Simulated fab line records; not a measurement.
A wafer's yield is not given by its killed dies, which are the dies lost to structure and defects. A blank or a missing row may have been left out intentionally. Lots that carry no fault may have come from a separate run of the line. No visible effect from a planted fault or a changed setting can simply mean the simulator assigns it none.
A struck lot beside a sound one ; flow sky130 ; 24 steps out of a route of 708
Sound: the wafers L117.2, L117.4, L117.5. Wafers L130.2, L130.4, L130.6 were the ones struck. At the end, the cause is stated.
For every step that has rows: the tool of each side, followed by ch and its chambers, followed by its first start. Under that, the readings that differ: sound wafers ; struck wafers ; difference of the means ; sigmas: that difference in standard deviations of wafers without a fault.
alike: words and numbers the same on both sides, and readings whose means are apart by under 2 such deviations; not compared: readings that were withheld, readings missing a value for some wafer, numbers with overlapping values and no deviation given by the record, and bounds like >300 which may hide the same value.
A row with sigmas, a row that says differs or no value, or rows on one side alone: a step with any of these is where the two part. Numbers that don't overlap but have no deviation are shown without sigmas and don't part them. Lack of a reading on every wafer of one side parts them only where that side has two or more wafers.

first, 2 steps without rows for these wafers: SKY_POLY_GATE_CLEAN_19 (cleans in SC1/SC2, time 150 s); SKY_POLY_GATE_OXIDATION_20 (stabilise 600 s, purge 300 s, target thk 4 nm).
SKY_POLY_GATE_THK_MEAS_21:
  sound: film-metro-02 at day 17 02:14; struck: film-metro-02 at day 22 07:10
  alike: POLY_GATE_OXIDATION_THK
SKY_POLY_GATE_CD_MEAS_22:
  sound: cd-sem-02 at day 17 02:19; struck: cd-sem-02 at day 22 07:14
  alike: cd-nm
then, 7 steps without rows for these wafers: SKY_LDD_N_DEHYDRATE_00 (time 60 s); SKY_LDD_N_HMDS_01 (prime time 60 s); SKY_LDD_N_COAT_02 (resist thk 300 nm); SKY_LDD_N_SOFTBAKE_03 (time 60 s); SKY_LDD_N_EXPOSE_04 (exposes mask NTM, target cd 840 nm); SKY_LDD_N_PEB_05; SKY_LDD_N_DEVELOP_06 (develop time 60 s).
SKY_LDD_N_OVL_MEAS_07:
  sound: overlay-02 at day 18 07:22; struck: overlay-02 at day 23 12:54
  alike: LDD_N_OVL
SKY_LDD_N_IMPLANT_08:
  sound on implanter-02 ch 0, day 18 07:25; struck on implanter-04 ch 0, day 23 12:58
reading;sound;struck;difference;sigmas
beam-on-s (s);10.11 10.12 9.90;56.08 54.20 54.61;+44.92;+99 or more
dose-ions-cm2;7.494e+13 7.499e+13 7.498e+13;5.1563e+14 5.1538e+14 5.1545e+14;+4.4052e+14;+99 or more
faraday-current-uA;417 419 426;518 536 532;+108;+12
  alike: beam-energy-keV, rotation-deg
then, 7 steps without rows for these wafers: SKY_LDD_N_IMPLANT_09; SKY_LDD_N_IMPLANT_10; SKY_LDD_N_IMPLANT_11; SKY_LDD_N_IMPLANT_12; SKY_LDD_N_IMPLANT_13; SKY_LDD_N_IMPLANT_14; SKY_LDD_N_IMPLANT_15.
SKY_LDD_N_STRIP_16: strips in O2/N2.
  sound on plasma-asher-03 ch 1, day 18 08:35; struck on plasma-asher-04 ch 0,1, day 23 14:08
reading;sound;struck;difference;sigmas
strip-time-to-endpoint-s (s);4.314 4.313 4.314;5.348 5.343 5.340;+1.030;+79
  alike: drypump-motor-current-A, o2-flow-sccm, oes-product-au
  not compared: rf-hours-counter-h
SKY_LDD_N_TW_MEAS_17:
  sound: film-metro-01 at day 18 08:42; struck: film-metro-01 at day 23 14:14
reading;sound;struck;difference;sigmas
LDD_N_TW;2633 2623 2620;2979 2986 2988;+359;+26
then, 1 step without rows for these wafers: SKY_LDD_P_DEHYDRATE_00 (time 60 s).
-- the record jumps here: 26 days lie between the struck wafers' starts before and after (it left off in module LDD_P and takes up again in module PAD_OPEN, whose first step shown is number 708 of the route) --
SKY_PAD_OPEN_PROBE_99:
  sound: prober-02 at day 46 01:53; struck: prober-01 at day 49 17:46
reading;sound;struck;difference;sigmas
model.etest.tip-n.rs-ohm-sq;441.9 440.2 440.9;279.4 279.8 278.8;-161.7;
model.etest.nfet_01v8.r-on-ohm-um;863.4 855.6 847.2;736.1 750.3 744.7;-111.7;
model.etest.nfet_01v8_lvt.drive-ua-um;544.6 562.3 551.8;660.6 649.5 657;+102.8;
model.etest.nfet_01v8.drive-ua-um;479.5 490.4 488.2;583 573.3 577.5;+92;
model.etest.sram-nfet-pass.drive-ua-um;478.8 468.3 478.1;571.8 569.4 572.1;+96.0;
model.etest.nfet_01v8_turned.drive-ua-um;479.3 492.4 484.6;578.7 566.7 579.3;+89.5;
model.etest.nfet_01v8_swapped.drive-ua-um;480.8 492.8 486.8;573 566.1 567.4;+82;
  alike: killed_at_M0_to_M3, killed_at_M4_up, killed-at-contacts, killed-at-front-end, killed-at-other, killed-dies, killed-open, killed-short
  not compared: model.etest.tip-n.rs-ohm-sq-range

WHERE THEY PART
At SKY_LDD_N_IMPLANT_08 first; at SKY_LDD_N_TW_MEAS_17 last (within this record only). Later steps at which nothing parts them and some readings are alike: SKY_PAD_OPEN_PROBE_99.

WHY: what the simulator had put in
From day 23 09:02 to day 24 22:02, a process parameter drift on implanter-04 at SKY_LDD_N_IMPLANT_08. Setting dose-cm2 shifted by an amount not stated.
